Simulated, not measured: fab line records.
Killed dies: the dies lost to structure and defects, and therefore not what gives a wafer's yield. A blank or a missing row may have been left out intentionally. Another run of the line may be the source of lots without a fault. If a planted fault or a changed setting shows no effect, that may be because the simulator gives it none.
fab line records | flow sfq-line
record: lots: 6 wafers: 18 last-day: 92
route steps=325 shown JJ@194 M5@198
lots that met no fault: taken from a fault-free run of the same line
start-h: the number of hours between the record's first day and the start of the first shown wafer of the lot | wait-h: hours from the lot's prior step to this one | " same as the row above | L1.1+2: one row covering several wafers at once | - no value present, or no start provided | * or withheld: withheld | < > ~ a bound
route shown NAME@n: names a module that has steps shown in the file, with the first one's number in the route | usual: mean/standard deviation of fault-free wafers | same: alike in all rows | chamber/n: place in a boat | sites: each site's reading | _std_site: their standard deviation | _edge_site: the outer-site mean with the inner-site mean subtracted | radius-mm: how far each site lies from the wafer's centre | mask NAME#n: copy n | behind: the last tool/chamber to shape the wafer | hold: what put the lot on hold/how long, in hours/how the hold closed | device: transistor that didn't switch, given as n, p or np | end of line: the same wafers' tests at the end of the route | a step without rows: its recipe alone | killed: dies lost to structure and defects at the first sort, not the wafer's yield | map: the dies of a wafer, with x for killed, . for not killed, _ for no die there
set.NAME: the setting as run; set.NAME@STEP: as run at that earlier step | model.NAME: the simulator's own value behind a step, which no gauge read
a table for each step, a row for each wafer; lots at some steps of the route
services: from which hour (start-h, from the record's first day; less than 0 if before it) a tool's chamber was out of use, for how many hours, and why
== steps ==
step: SFQ_TRILAYER_JJ_CE_ETCH_RIE_118
recipe: target: Nb stop-on: Al2O3 mask-material: PR taper-deg: 13.257 over-etch-frac: 0.15 time-s: 97.7 chemistry: SF6 target-depth-nm: 170 icp-w: 600 bias-w: 80 pressure-mtorr: 10
usual: drypump-motor-current-A: 5.4/0.33 oes-product-au: 0.990/0.0093
same: over-etch-frac: 0.15
columns lot.wafer tool chamber start-h wait-h drypump-motor-current-A oes-product-au rf-hours-counter-h
L987.1 rie-metal-03 0 1356.66 0.1 5.2 0.992 18
L987.2 " 1 " " 5.5 1.002 129
L987.4 " 1 " " 5.5 1.006 -
L988.4 rie-metal-02 1 1359.10 0.1 4.7 0.995 -
L988.5 " 0 " " 5.7 0.981 -
L988.6 " 1 " " 4.7 0.992 -
L994.1 rie-metal-03 1 1408.26 0.1 5.5 0.986 136
L994.5 " 0 " " 5.2 0.982 -
L994.6 " 1 " " 5.5 0.987 -
L997.1 rie-metal-03 1 1417.86 0.1 5.5 0.998 138
L997.2 " 0 " " 5.3 0.984 27
L997.5 " 0 " " 5.3 0.990 -
L999.1 rie-metal-03 0 1422.66 0.1 5.3 0.995 28
L999.4 " 0 " " 5.2 0.992 -
L999.6 " 1 " " 5.5 0.992 -
L101.3 rie-metal-03 0 1436.07 0.1 5.2 0.995 -
L101.4 " 1 " " 5.5 0.998 -
L101.5 " 1 " " 5.5 0.987 -
step: SFQ_TRILAYER_JJ_ANODIZE_ANODIZE_119
recipe: current-density-ma-cm2: withheld end-current-density-ma-cm2: withheld bath-temp-c: withheld
step: SFQ_TRILAYER_JJ_CE_STRIP_STRIP_120
recipe: gas: O2 power-w: 200 platen-temp-c: 40 overash-fraction: 0.65 chemistry: O2 pressure-mtorr: 50
usual: drypump-motor-current-A: 5.4/0.39 oes-product-au: 1.001/0.014
columns lot.wafer tool chamber start-h wait-h drypump-motor-current-A oes-product-au rf-hours-counter-h
L987.1 rie-metal-01 1 1357.27 0.0 5.4 1.017 80
L987.2 " 0 " " 5.8 0.981 56
L987.4 " 0 " " 5.8 0.989 -
L988.4 rie-metal-03 0 1359.87 0.2 5.2 1.011 -
L988.5 " 1 " " 5.5 1.006 -
L988.6 " 0 " " 5.2 1.002 -
L994.1 rie-metal-02 1 1408.87 0.0 4.7 1.010 17
L994.5 " 1 " " 4.7 1.014 -
L994.6 " 0 " " 5.7 0.995 -
L997.1 rie-metal-01 1 1418.47 0.0 5.4 1.015 88
L997.2 " 0 " " 5.8 0.982 65
L997.5 " 1 " " 5.4 1.010 -
L999.1 rie-metal-03 1 1423.27 0.0 5.5 1.016 139
L999.4 " 0 " " 5.3 1.004 -
L999.6 " 1 " " 5.5 1.012 -
L101.3 rie-metal-01 0 1436.89 0.2 5.8 0.970 -
L101.4 " 1 " " 5.4 1.008 -
L101.5 " 1 " " 5.4 0.988 -
step: SFQ_TRILAYER_JJ_CE_STRIP_SOLV_CLEAN_121
recipe: chemistry: NMP temp-c: 70 time-s: 600
step: SFQ_TRILAYER_M5_LITHO_COAT_128
recipe: resist: BARC spin-rpm: 3000 resist-thk-nm: 62
step: SFQ_TRILAYER_M5_LITHO_COAT_123
recipe: resist: KrF spin-rpm: 3000 resist-thk-nm: 600
step: SFQ_TRILAYER_M5_LITHO_SOFTBAKE_127
recipe: temp-c: withheld time-s: withheld resist: KrF
step: SFQ_TRILAYER_M5_LITHO_EXPOSE_124
recipe: mask-id: M5 na: 0.6 source-shape: conventional sigma-outer: 0.65 target-cd-nm: 700 dose-mj: 14.4
step: SFQ_TRILAYER_M5_LITHO_PEB_126
recipe: peb-temp-c: 115 peb-time-s: 60 resist: KrF
step: SFQ_TRILAYER_M5_LITHO_DEVELOP_125
recipe: time-s: 60 resist: KrF
step: SFQ_M5_OVL_MEAS_932
usual: M5_OVL: -4/6.1
columns lot.wafer tool chamber start-h wait-h M5_OVL[nm]
L987.1 overlay-01 - 1361.39 0.1 -17
L987.2 " - " " -10
L987.4 " - " " -11
L988.4 overlay-01 - 1363.81 0.1 8
L988.5 " - " " -1
L988.6 " - " " 2
L994.1 overlay-02 - 1411.90 0.1 -13
L994.5 " - " " -13
L994.6 " - " " -15
L997.1 overlay-02 - 1421.50 0.1 -5
L997.2 " - " " -6
L997.5 " - " " -6
L999.1 overlay-02 - 1427.51 0.1 -1
L999.4 " - " " -11
L999.6 " - " " -12
L101.3 overlay-01 - 1440.50 0.1 7
L101.4 " - " " -5
L101.5 " - " " 0
step: SFQ_TRILAYER_M5_BARC_OPEN_METAL_ETCH_161
recipe: mask-material: PR chemistry: O2 target-depth-nm: 125 target: BARC icp-w: 600 bias-w: 80 pressure-mtorr: 10 time-s: 41.7
usual: drypump-motor-current-A: 5.2/0.34 oes-product-au: 0.685/0.0042
columns lot.wafer tool chamber start-h wait-h drypump-motor-current-A oes-product-au rf-hours-counter-h
L987.1 rie-metal-02 1 1361.57 0.2 4.7 0.685 11
L987.2 " 0 " " 5.6 0.687 6
L987.4 " 1 " " 4.7 0.688 -
L988.4 rie-metal-02 0 1363.84 0.0 5.7 0.690 -
L988.5 " 1 " " 4.7 0.684 -
L988.6 " 0 " " 5.7 0.687 -
L994.1 rie-metal-03 1 1411.93 0.0 5.5 0.687 137
L994.5 " 1 " " 5.5 0.689 -
L994.6 " 0 " " 5.3 0.691 -
L997.1 rie-metal-04 1 1421.53 0.0 5.3 0.682 13
L997.2 " 0 " " 5.0 0.685 52
L997.5 " 1 " " 5.3 0.681 -
L999.1 rie-metal-02 0 1427.55 0.0 5.6 0.685 16
L999.4 " 1 " " 4.7 0.684 -
L999.6 " 0 " " 5.7 0.684 -
L101.3 rie-metal-03 0 1440.54 0.0 5.2 0.685 -
L101.4 " 1 " " 5.5 0.692 -
L101.5 " 0 " " 5.2 0.695 -
step: SFQ_TRILAYER_M5_ETCH_METAL_ETCH_126
recipe: target: Nb stop-on: SiO2 mask-material: PR over-etch-frac: 0.15 time-s: 203.2 chemistry: Cl2/BCl3 target-depth-nm: 265 icp-w: 600 bias-w: 80 pressure-mtorr: 10
usual: drypump-motor-current-A: 5.2/0.34 oes-product-au: 0.727/0.0052
same: over-etch-frac: 0.15
columns lot.wafer tool chamber start-h wait-h drypump-motor-current-A oes-product-au rf-hours-counter-h model.KrF_of_TRILAYER_M5_LITHO_COAT_123.thk-nm model.M5.feature-depth-nm model.SiO2_of_TRILAYER_I4_DEP_PECVD_099.thk-nm
L987.1 rie-metal-02 1 1361.63 0.0 4.7 0.727 11 388 160.3 180.9
L987.2 " 0 " " 5.7 0.726 6 396.2 161.7 181.3
L987.4 " 1 " " 4.7 0.735 - 387.5 162.4 182.7
L988.4 rie-metal-02 0 1363.95 0.1 5.6 0.739 - 393.2 162.6 182
L988.5 " 1 " " 4.7 0.730 - 388.8 161.6 182.1
L988.6 " 0 " " 5.7 0.728 - 393 159.5 182.6
L994.1 rie-metal-03 1 1411.99 0.0 5.5 0.738 137 372.9 163 180.1
L994.5 " 1 " " 5.5 0.725 - 370.9 161.6 181.1
L994.6 " 0 " " 5.3 0.730 - 372.1 161.7 179.4
L997.1 rie-metal-04 1 1421.59 0.0 5.3 0.725 14 378.4 161.6 180.8
L997.2 " 0 " " 5.1 0.729 52 369.4 162 178.8
L997.5 " 1 " " 5.3 0.725 - 377.8 162.3 182
L999.1 rie-metal-02 0 1427.61 0.0 5.7 0.724 16 372.1 158.6 180.9
L999.4 " 1 " " 4.7 0.721 - 365.3 160.2 179.4
L999.6 " 0 " " 5.7 0.716 - 372.5 158.8 178.2
L101.3 rie-metal-03 0 1440.65 0.1 5.3 0.730 - 368 160.3 180.2
L101.4 " 1 " " 5.5 0.723 - 367 163.3 178.8
L101.5 " 0 " " 5.2 0.731 - 369.8 162 179.9
step: SFQ_TRILAYER_M5_STRIP_STRIP_127
recipe: gas: O2 power-w: 200 platen-temp-c: 40 overash-fraction: 0.65 chemistry: O2 pressure-mtorr: 50
usual: drypump-motor-current-A: 5.2/0.33 oes-product-au: 1.001/0.014
columns lot.wafer tool chamber start-h wait-h drypump-motor-current-A oes-product-au rf-hours-counter-h
L987.1 rie-metal-02 1 1361.82 0.1 4.7 1.014 11
L987.2 " 0 " " 5.7 1.006 7
L987.4 " 1 " " 4.7 1.015 -
L988.4 rie-metal-02 0 1364.28 0.3 5.7 0.992 -
L988.5 " 1 " " 4.7 1.019 -
L988.6 " 0 " " 5.7 0.996 -
L994.1 rie-metal-03 1 1412.19 0.1 5.5 0.992 137
L994.5 " 1 " " 5.5 1.006 -
L994.6 " 0 " " 5.3 0.989 -
L997.1 rie-metal-04 1 1421.79 0.1 5.3 0.990 14
L997.2 " 0 " " 5.1 1.012 52
L997.5 " 1 " " 5.3 0.981 -
L999.1 rie-metal-02 0 1427.80 0.1 5.7 1.008 16
L999.4 " 1 " " 4.7 1.025 -
L999.6 " 0 " " 5.7 1.002 -
L101.3 rie-metal-03 0 1440.98 0.3 5.2 1.000 -
L101.4 " 1 " " 5.5 1.004 -
L101.5 " 0 " " 5.2 0.996 -
== services ==
columns tool chamber start-h hours kind
rie-metal-04 - 1361.15 0.5 repair
rie-metal-01 1 1363.26 3.7 repair
== key ==
first-sign none at tools or gauges
model-effect: step: SFQ_TRILAYER_M5_ETCH_METAL_ETCH_126 value: KrF_of_TRILAYER_M5_LITHO_COAT_123.thk-nm without: 368.6 struck: 391.1
met-at SFQ_TRILAYER_M5_ETCH_METAL_ETCH_126
struck-wafers L987.1,L987.2,L987.4,L988.4,L988.5,L988.6
fault: kind: process-parameter-drift tool: rie-metal-02 chamber: - onset-h: 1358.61 steps: SFQ_TRILAYER_M5_ETCH_METAL_ETCH_126 channel: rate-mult offset: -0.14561 shape: step end-h: 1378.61
